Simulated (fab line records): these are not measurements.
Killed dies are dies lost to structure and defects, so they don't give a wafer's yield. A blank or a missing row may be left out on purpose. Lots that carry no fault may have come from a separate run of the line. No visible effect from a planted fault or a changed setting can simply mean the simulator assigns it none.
Problem report, 8D (eight disciplines) form, completed by code | flow gf180mcu | the parts of the form that need people (team, actions taken, sign-off) are left out

1. THE PROBLEM
Wafers without a fault read 25.000, standard deviation 0.0073; beam energy keV at GF_HV_LDD_IMPLANT_21 reads a mean of 24.389 on 6 wafers belonging to 2 lots. That is -84 standard deviations from the usual mean.
First observed at day 15 16:02: wafer L767.1, on implanter-02. Wafers with a number at this step in the record: 39, from 13 lots. The rule behind "out" and "out of limits": a value lying over 4 standard deviations away from the usual mean. The rest of the wafers with a number are treated as sound.

2. WHAT IT IS, WHAT IT ISN'T
question                    | is                     | is not
which readings at this step | beam energy keV        | dose ions cm2
which lots                  | L767, L768             | L751, L754, L758, L759, L761, L762, L763, L764, L766, L771, L773
which wafers of those lots  | all that have a number | -
read on which tools         | implanter-02           | implanter-01, implanter-03
when                        | from day 15 16:02      | up to then (27 sound wafers); but 6 sound wafers of L771, L773 came after

3. SUSPECTS, AND WHAT RULES EACH OUT
Counting: a tool at any process step up to the reading remains a suspect when it ran all the lots that are out and ran no sound lot after the first of those.
- implanter-02 at GF_HV_LDD_IMPLANT_21: kept. It ran every lot that is out, first L767 (day 15 16:02), and no sound lot after that; its last sound lot up to then is L764 (day 14 21:32). Its own beam energy keV readings are out on those wafers.
Left after counting: implanter-02 at GF_HV_LDD_IMPLANT_21.

4. THE CAUSE (what the simulator had put in)
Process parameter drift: implanter-02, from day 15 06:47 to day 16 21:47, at GF_HV_LDD_IMPLANT_21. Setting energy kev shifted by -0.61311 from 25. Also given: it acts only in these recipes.
Counting left only this tool.

5. THE EFFECT CHAIN, in route order
Rows list readings where the struck wafers' mean (over those with a number) sits beyond 3 standard deviations from the usual. Readings are gone through only where the record gives a usual standard deviation; hours: the median, over the lots, of the time from a lot's start at the first step in this table giving one to that lot's start at this step; sigmas: the change measured in usual standard deviations.
hours | step                 | reading         | usual  | on struck wafers | change | sigmas
0     | GF_HV_LDD_IMPLANT_21 | beam energy keV | 25.000 | 24.389           | -0.611 | -84
Its process steps:
- GF_HV_LDD_IMPLANT_21
At these later measuring or inspecting steps, every struck wafer for which the step has a row has a number for every such reading, and none has moved that far: GF_PSD_RS_MEAS_14.

6. HOW IT WOULD HAVE BEEN CAUGHT EARLIER
First out-of-limits reading in this record: day 15 16:02, which is 9 hours after fault onset at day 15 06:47.
